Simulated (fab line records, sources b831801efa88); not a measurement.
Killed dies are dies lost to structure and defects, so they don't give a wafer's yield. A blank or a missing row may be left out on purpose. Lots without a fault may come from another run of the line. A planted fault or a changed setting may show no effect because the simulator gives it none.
A struck lot beside a sound one | flow sky130 | 14 steps out of a route of 708
Sound: wafers L945.4, L945.5, L945.6. Struck: wafers L932.1, L932.2, L932.6. The cause comes at the end.
At each step with rows: each side's tool, then ch and its chambers, then its first start. Under that, the readings that differ: sound wafers | struck wafers | difference of the means | sigmas: that difference in standard deviations of wafers without a fault.
alike: readings whose means differ by less than 2 such deviations, and words and numbers that are the same on both sides. not compared: withheld readings, readings that some wafer has no value for, bounds like >300 that may hide the same value, and numbers for which the record gives no deviation and whose values overlap.
The two part at a step that has a row with sigmas, a row that says differs or no value, or rows on one side only. Numbers that don't overlap but have no deviation are shown without sigmas and don't part them. A reading that every wafer of one side lacks parts them only if that side has two wafers or more.

first, 2 steps without rows for these wafers: SKY_METAL3_PEB_11; SKY_METAL3_DEVELOP_12 (develop time 60 s).
SKY_METAL3_CD_MEAS_13: target cd 300 nm.
  sound on cd_sem-01, day 44 00:40; struck on cd_sem-01, day 39 08:07
  alike: cd_nm
SKY_METAL3_OVL_MEAS_14:
  sound on overlay-01, day 44 00:44; struck on overlay-02, day 39 08:14
  alike: METAL3_OVL
SKY_METAL3_DESCUM_15: chemistry O2, time 8 s.
  sound on rie_metal-01 ch 0,1, day 44 00:46; struck on rie_metal-02 ch 0,1, day 39 08:17
  reading                     | sound       | struck      | difference | sigmas
  drypump_motor_current_A (A) | 5.1 6.0 5.2 | 6.3 6.0 6.3 | +0.8       | +2
  alike: oes_product_au
  not compared: rf_hours_counter_h
SKY_METAL3_ETCH_16: etches BARC in N2/H2, stops on SiO2, time 88.2 s, target depth 60 nm.
  sound on rie_metal-01 ch 0,1, day 44 00:49; struck on rie_metal-02 ch 0,1, day 39 08:19
  reading                     | sound       | struck      | difference | sigmas
  drypump_motor_current_A (A) | 5.1 6.0 5.1 | 6.3 6.0 6.3 | +0.8       | +2
  alike: oes_product_au, throttle_valve_pct
  not compared: rf_hours_counter_h
SKY_METAL3_ETCH_17: etches SiO2 in C4F8/O2/Ar, stops on TiN, time 3.9 s, target depth 15 nm.
  sound on rie_diel-02 ch 0,2,3, day 44 00:54; struck on rie_diel-02 ch 0,2,3, day 39 08:25
  alike: oes_product_au
  not compared: rf_hours_counter_h
SKY_METAL3_METAL_ETCH_18: etches the open film in Cl2/BCl3, stops on SiO2, target depth 845 nm, time 183.1 s.
  sound on rie_metal-02 ch 0,1, day 44 00:58; struck on rie_metal-04 ch 0,1, day 39 08:26
  alike: drypump_motor_current_A, oes_product_au, throttle_valve_pct
  not compared: rf_hours_counter_h
SKY_METAL3_STRIP_19: strips in O2/N2.
  sound on plasma_asher-01 ch 0,1, day 44 01:07; struck on plasma_asher-02 ch 0,1, day 39 08:37
  alike: drypump_motor_current_A, oes_product_au, strip_time_to_endpoint_s
  not compared: rf_hours_counter_h
then, 3 steps without rows for these wafers: SKY_METAL3_STRIP_20 (strips in post etch residue remover, time 1200 s); SKY_METAL3_CLEAN_21 (cleans in IPA, time 180 s); SKY_METAL3_CLEAN_22 (cleans in O3/DIW).
SKY_VIA3_HDPCVD_00: deposits SiO2, target thk 1635 nm, time 272.5 s.
  sound on hdpcvd-01 ch 0,1,2, day 44 01:46; struck on hdpcvd-02 ch 0,1,2, day 39 09:32
  alike: sih4_flow_sccm, susceptor_temp_C
SKY_VIA3_THK_MEAS_01:
  sound on film_metro-01, day 44 01:52; struck on film_metro-01, day 39 09:56
  reading              | sound          | struck         | difference | sigmas
  VIA3_HDPCVD_THK (nm) | 1614 1605 1628 | 3248 3301 3290 | +1664      | +98

WHERE THEY PART
First at SKY_METAL3_DESCUM_15; last, within this record, at SKY_VIA3_THK_MEAS_01.

WHY: what the simulator had put in
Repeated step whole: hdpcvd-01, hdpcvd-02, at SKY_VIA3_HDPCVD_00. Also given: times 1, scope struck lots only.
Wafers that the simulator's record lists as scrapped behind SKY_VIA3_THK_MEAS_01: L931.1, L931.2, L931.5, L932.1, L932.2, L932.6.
